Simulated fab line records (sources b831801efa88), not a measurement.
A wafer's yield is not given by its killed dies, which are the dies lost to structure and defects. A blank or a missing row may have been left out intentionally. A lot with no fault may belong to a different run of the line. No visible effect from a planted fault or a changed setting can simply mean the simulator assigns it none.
Which tool was responsible? / flow sky130 / Sampling: 6 lots, 18 wafers, 3 of 708 route steps

== WHAT EACH GAUGE READ, for each wafer ==
SKY_POLY_GATE_THK_MEAS_21.
lot=L708; measured=day 16 05:25; on=film metro-01; POLY_GATE_OXIDATION_THK (nm)=4.02 4.00 3.96
lot=L710; measured=day 16 19:59; on=film metro-04; POLY_GATE_OXIDATION_THK (nm)=4.04 4.12 3.92
lot=L713; measured=day 17 21:22; on=film metro-04; POLY_GATE_OXIDATION_THK (nm)=4.20 4.15 4.08
lot=L716; measured=day 19 09:54; on=film metro-02; POLY_GATE_OXIDATION_THK (nm)=3.99 4.03 3.97
lot=L727; measured=day 22 23:28; on=film metro-04; POLY_GATE_OXIDATION_THK (nm)=4.09 4.11 4.04
lot=L730; measured=day 24 06:33; on=film metro-04; POLY_GATE_OXIDATION_THK (nm)=4.01 3.94 3.95

== EACH LOT AND THE TOOL THAT RAN IT (in order: tool; ch and the chambers of the sampled wafers; start) ==
lot=L708; SKY_VT_ADJUST_HVTR_STRIP_10=plasma asher-04 ch 0,1, day 9 19:53; SKY_GATE_OXIDE_OXIDATION_16=furnace-02 ch 0, day 13 18:46
lot=L710; SKY_VT_ADJUST_HVTR_STRIP_10=plasma asher-04 ch 0,1, day 10 05:46; SKY_GATE_OXIDE_OXIDATION_16=furnace-02 ch 0, day 14 08:22
lot=L713; SKY_VT_ADJUST_HVTR_STRIP_10=plasma asher-02 ch 0,1, day 11 05:16; SKY_GATE_OXIDE_OXIDATION_16=furnace-01 ch 0, day 15 04:31
lot=L716; SKY_VT_ADJUST_HVTR_STRIP_10=plasma asher-04 ch 0,1, day 12 07:55; SKY_GATE_OXIDE_OXIDATION_16=furnace-02 ch 0, day 16 11:55
lot=L727; SKY_VT_ADJUST_HVTR_STRIP_10=plasma asher-04 ch 0,1, day 14 21:58; SKY_GATE_OXIDE_OXIDATION_16=furnace-01 ch 0, day 20 02:43
lot=L730; SKY_VT_ADJUST_HVTR_STRIP_10=plasma asher-04 ch 0,1, day 16 00:29; SKY_GATE_OXIDE_OXIDATION_16=furnace-02 ch 0, day 21 10:53
- SKY_VT_ADJUST_HVTR_STRIP_10: strips in O2/N2.
- SKY_GATE_OXIDE_OXIDATION_16: stabilise 600 s, purge 300 s, target thk 3.57 nm.

== THE ANSWER, worked out from the rows above alone ==
Rule: the lots themselves supply what counts as usual. Put in order of their means at a reading, lots are off if they are a third of the lots or fewer, leave a main group of 4 or more, and stand apart from it by a gap of 3 or more times the standard deviation of the main group's means; of several such gaps the widest counts. If all means in a main group match to the digits the tables above print for the reading, that group is not used. Also off: a lot with no number at a reading for which 4 or more lots have one. Any other lot the step has rows for is counted as sound.
No lot is off at any reading shown: from this, nothing can be told.

== WHAT THE SIMULATOR HAD INSERTED ==
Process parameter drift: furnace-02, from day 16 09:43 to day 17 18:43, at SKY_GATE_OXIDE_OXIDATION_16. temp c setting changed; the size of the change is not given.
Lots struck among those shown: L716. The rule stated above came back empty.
